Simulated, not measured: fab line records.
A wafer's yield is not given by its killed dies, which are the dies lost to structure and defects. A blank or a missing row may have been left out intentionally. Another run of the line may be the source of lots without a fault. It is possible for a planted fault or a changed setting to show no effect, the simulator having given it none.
Tool commonality check + flow sky130 + 10 lots, 30 wafers sampled

== WHAT PROMPTED THE OPENING ==
3 of 10 lots carry a flag on the reading RES_XHIGH_TW at SKY_RES_XHIGH_TW_MEAS_09. Wafers without a fault read 1634, standard deviation 11.
Rule: a lot is flagged when every wafer of it that has a number lies more than 4 standard deviations from that mean, or none has a number. As for the other lots, they are considered sound.

| lot  | measured     | on            | RES_XHIGH_TW, wafer by wafer | flag    |
|------|--------------|---------------|------------------------------|---------|
| L620 | day 26 11:11 | film_metro-04 | 1640 1643 1643               |         |
| L623 | day 27 18:08 | film_metro-02 | 1636 1636 1635               |         |
| L622 | day 27 18:36 | film_metro-02 | 1629 1640 1625               |         |
| L625 | day 28 08:30 | film_metro-03 | 1616 1616 1616               |         |
| L630 | day 30 06:05 | film_metro-02 | 1626 1625 1625               |         |
| L632 | day 30 22:23 | film_metro-02 | 1628 1621 1623               |         |
| L633 | day 32 20:50 | film_metro-04 | 2011 2016 2021               | FLAGGED |
| L638 | day 32 21:22 | film_metro-04 | 1640 1638 1641               |         |
| L640 | day 33 14:18 | film_metro-02 | 1993 1991 1991               | FLAGGED |
| L643 | day 34 20:21 | film_metro-02 | 2004 1994 2005               | FLAGGED |
The numbers of the flagged lots are 2003 on average: +369 against the usual, or +34 standard deviations.

== TOOL THAT RAN EACH LOT ==
Before the reading, the record contains 4 process steps out of a 708-step route. Read each cell as the tool, then ch plus the chambers that the sampled wafers visited, then the start.
| lot  | flag    | SKY_LDD_LDN_STRIP_12                 | SKY_POLY_CUT_ETCH_10               | SKY_RES_XHIGH_IMPLANT_07        | SKY_RES_XHIGH_STRIP_08               |
|------|---------|--------------------------------------|------------------------------------|---------------------------------|--------------------------------------|
| L620 |         | plasma_asher-01 ch 0,1, day 22 15:58 | rie_diel-02 ch 0,1,2, day 24 00:17 | implanter-04 ch 0, day 26 10:57 | plasma_asher-03 ch 0,1, day 26 11:05 |
| L623 |         | plasma_asher-04 ch 0,1, day 23 21:59 | rie_diel-04 ch 2,3, day 25 07:44   | implanter-01 ch 0, day 27 17:54 | plasma_asher-01 ch 0,1, day 27 18:02 |
| L622 |         | plasma_asher-02 ch 0,1, day 23 13:19 | rie_diel-04 ch 0,3, day 25 08:19   | implanter-04 ch 0, day 27 18:21 | plasma_asher-03 ch 0,1, day 27 18:30 |
| L625 |         | plasma_asher-04 ch 0,1, day 24 16:43 | rie_diel-04 ch 1,2, day 25 23:17   | implanter-02 ch 0, day 28 08:15 | plasma_asher-02 ch 0,1, day 28 08:24 |
| L630 |         | plasma_asher-02 ch 0,1, day 26 11:56 | rie_diel-04 ch 0,3, day 27 20:05   | implanter-04 ch 0, day 30 05:50 | plasma_asher-02 ch 0,1, day 30 05:59 |
| L632 |         | plasma_asher-02 ch 0,1, day 27 08:55 | rie_diel-01 ch 0,1, day 28 14:50   | implanter-02 ch 0, day 30 22:08 | plasma_asher-03 ch 0,1, day 30 22:17 |
| L633 | FLAGGED | plasma_asher-01 ch 0,1, day 29 05:08 | rie_diel-01 ch 0,2,3, day 30 12:32 | implanter-01 ch 0, day 32 20:17 | plasma_asher-03 ch 0,1, day 32 20:43 |
| L638 |         | plasma_asher-01 ch 0,1, day 29 06:42 | rie_diel-04 ch 1,2,3, day 30 12:53 | implanter-04 ch 0, day 32 21:09 | plasma_asher-02 ch 0,1, day 32 21:16 |
| L640 | FLAGGED | plasma_asher-01 ch 0, day 30 01:56   | rie_diel-02 ch 2,3, day 31 07:05   | implanter-02 ch 0, day 33 13:44 | plasma_asher-01 ch 0,1, day 33 14:12 |
| L643 | FLAGGED | plasma_asher-04 ch 0,1, day 31 09:31 | rie_diel-01 ch 0,2, day 32 15:27   | implanter-04 ch 0, day 34 19:47 | plasma_asher-03 ch 0,1, day 34 20:15 |
What these steps do:
- SKY_LDD_LDN_STRIP_12: strips in O2/N2.
- SKY_POLY_CUT_ETCH_10: etches BARC in N2/H2, stops on SiO2, time 45.9 s, target depth 60 nm.
- SKY_RES_XHIGH_IMPLANT_07
- SKY_RES_XHIGH_STRIP_08: strips in O2/N2.
- SKY_RES_XHIGH_TW_MEAS_09

== FLAGGED OVER TOTAL, TOOL BY TOOL (the gauges that took the reading come last) ==
| step                     | tool            | lots run | flagged | share of the flagged lots | sound lots run after its first flagged lot |
|--------------------------|-----------------|----------|---------|---------------------------|--------------------------------------------|
| SKY_LDD_LDN_STRIP_12     | plasma_asher-01 | 4        | 2       | some                      | 1 (L638)                                   |
| SKY_LDD_LDN_STRIP_12     | plasma_asher-02 | 3        | 0       | none                      | -                                          |
| SKY_LDD_LDN_STRIP_12     | plasma_asher-04 | 3        | 1       | some                      | 0                                          |
| SKY_POLY_CUT_ETCH_10     | rie_diel-01     | 3        | 2       | some                      | 0                                          |
| SKY_POLY_CUT_ETCH_10     | rie_diel-02     | 2        | 1       | some                      | 0                                          |
| SKY_POLY_CUT_ETCH_10     | rie_diel-04     | 5        | 0       | none                      | -                                          |
| SKY_RES_XHIGH_IMPLANT_07 | implanter-01    | 2        | 1       | some                      | 0                                          |
| SKY_RES_XHIGH_IMPLANT_07 | implanter-02    | 3        | 1       | some                      | 0                                          |
| SKY_RES_XHIGH_IMPLANT_07 | implanter-04    | 5        | 1       | some                      | 0                                          |
| SKY_RES_XHIGH_STRIP_08   | plasma_asher-01 | 2        | 1       | some                      | 0                                          |
| SKY_RES_XHIGH_STRIP_08   | plasma_asher-02 | 3        | 0       | none                      | -                                          |
| SKY_RES_XHIGH_STRIP_08   | plasma_asher-03 | 5        | 2       | some                      | 0                                          |
| SKY_RES_XHIGH_TW_MEAS_09 | film_metro-02   | 6        | 2       | some                      | 0                                          |
| SKY_RES_XHIGH_TW_MEAS_09 | film_metro-03   | 1        | 0       | none                      | -                                          |
| SKY_RES_XHIGH_TW_MEAS_09 | film_metro-04   | 3        | 1       | some                      | 1 (L638)                                   |

== WHAT THE TABLE PERMITS ==
No row of the table ran every flagged lot.

== WHAT THE SIMULATOR PUT IN ==
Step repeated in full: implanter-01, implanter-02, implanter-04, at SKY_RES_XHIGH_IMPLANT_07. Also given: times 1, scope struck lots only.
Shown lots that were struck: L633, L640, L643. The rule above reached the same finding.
